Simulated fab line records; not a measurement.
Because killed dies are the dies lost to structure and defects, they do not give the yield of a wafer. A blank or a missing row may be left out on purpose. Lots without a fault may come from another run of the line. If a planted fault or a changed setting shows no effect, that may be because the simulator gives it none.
A single fault, viewed from 2 desks + flow sky130 + each desk holds nothing but its own numbers, with what lay behind them at the end

FROM THE METROLOGY DESK
What the gauges read for every lot (on any tool): the sampled wafers with a number, averaged. The brackets show how far a lot's mean lies from the usual mean; more than 4 standard deviations puts the lot out of limits, marked OUT.
Columns: A = cd nm at SKY_SONOS_TUNNEL_CD_MEAS_07, usual 410.6 nm; B = CONTACT_W_RS at SKY_CONTACT_RS_MEAS_25, usual 0.336 ohm/sq; C = CONTACT_W_THK at SKY_CONTACT_THK_MEAS_26, usual 349 nm
| lot  | first seen here | A     | B                | C              |
|------|-----------------|-------|------------------|----------------|
| L792 | day 11 23:52    | 410.9 | 0.338            | 348            |
| L793 | day 12 10:03    | 406.9 | 0.337            | 350            |
| L795 | day 12 16:25    | 411.3 | 0.339            | 342            |
| L798 | day 13 09:11    | 412.1 | 0.340            | 348            |
| L799 | day 13 23:41    | 412.7 | 0.337            | 350            |
| L800 | day 14 03:27    | 414.3 | 0.333            | 355            |
| L804 | day 15 07:32    | 410.3 | 0.335            | 352            |
| L805 | day 15 13:32    | 408.5 | 0.340            | 343            |
| L808 | day 16 12:07    | 412.5 | 0.262 (-20) OUT  | 465 (+21) OUT  |
| L809 | day 16 18:09    | 413.2 | 0.262 (-20) OUT  | 470 (+22) OUT  |
| L810 | day 17 05:53    | 410.6 | 0.301 (-9.5) OUT | 397 (+8.8) OUT |
This desk's finding: out of limits on L808, L809, L810; first on L808, day 36 18:37 (CONTACT_W_RS at SKY_CONTACT_RS_MEAS_25). L792, L793, L795, L798, L799, L800, L804, L805 stayed within limits.

THE TOOL OWNER'S DESK: cvd w-01
The tool's own readings at SKY_CONTACT_CVD_24 (deposits W, target thk 340 nm, time 102.12 s): means of the sampled wafers that have a number, for each lot that ran on this tool. The brackets show how far a lot's mean lies from the usual mean; more than 4 standard deviations puts the lot out of limits, marked OUT.
Columns: A = heater power w at SKY_CONTACT_CVD_24, usual 841 W
| lot  | first seen here | A   |
|------|-----------------|-----|
| L792 | day 32 19:56    | 853 |
| L793 | day 33 00:19    | 837 |
| L799 | day 34 09:38    | 844 |
| L800 | day 34 13:35    | 851 |
| L804 | day 35 11:08    | 844 |
| L808 | day 36 18:29    | 858 |
| L809 | day 36 23:35    | 864 |
| L810 | day 37 04:57    | 849 |
Result from this desk: across the 8 lots, nothing is out of limits.

BROUGHT TOGETHER
At day 36 18:37 the metrology desk could have sounded an alarm, on L808, L809, L810.
Nothing out of limits was seen by the tool owner's desk.
The tool owner's desk has L808, L809, L810 on record, within its limits.
Of the lots named, all ran SKY_CONTACT_CVD_24 on cvd w-01.

WHAT HAD BEEN PUT IN BY THE SIMULATOR
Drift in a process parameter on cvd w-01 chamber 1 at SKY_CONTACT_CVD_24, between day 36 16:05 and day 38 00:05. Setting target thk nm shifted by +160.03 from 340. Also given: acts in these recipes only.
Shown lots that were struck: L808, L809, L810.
Per desk, hours elapsed from the start of the fault to the first reading out of limits: for the metrology desk, 3.
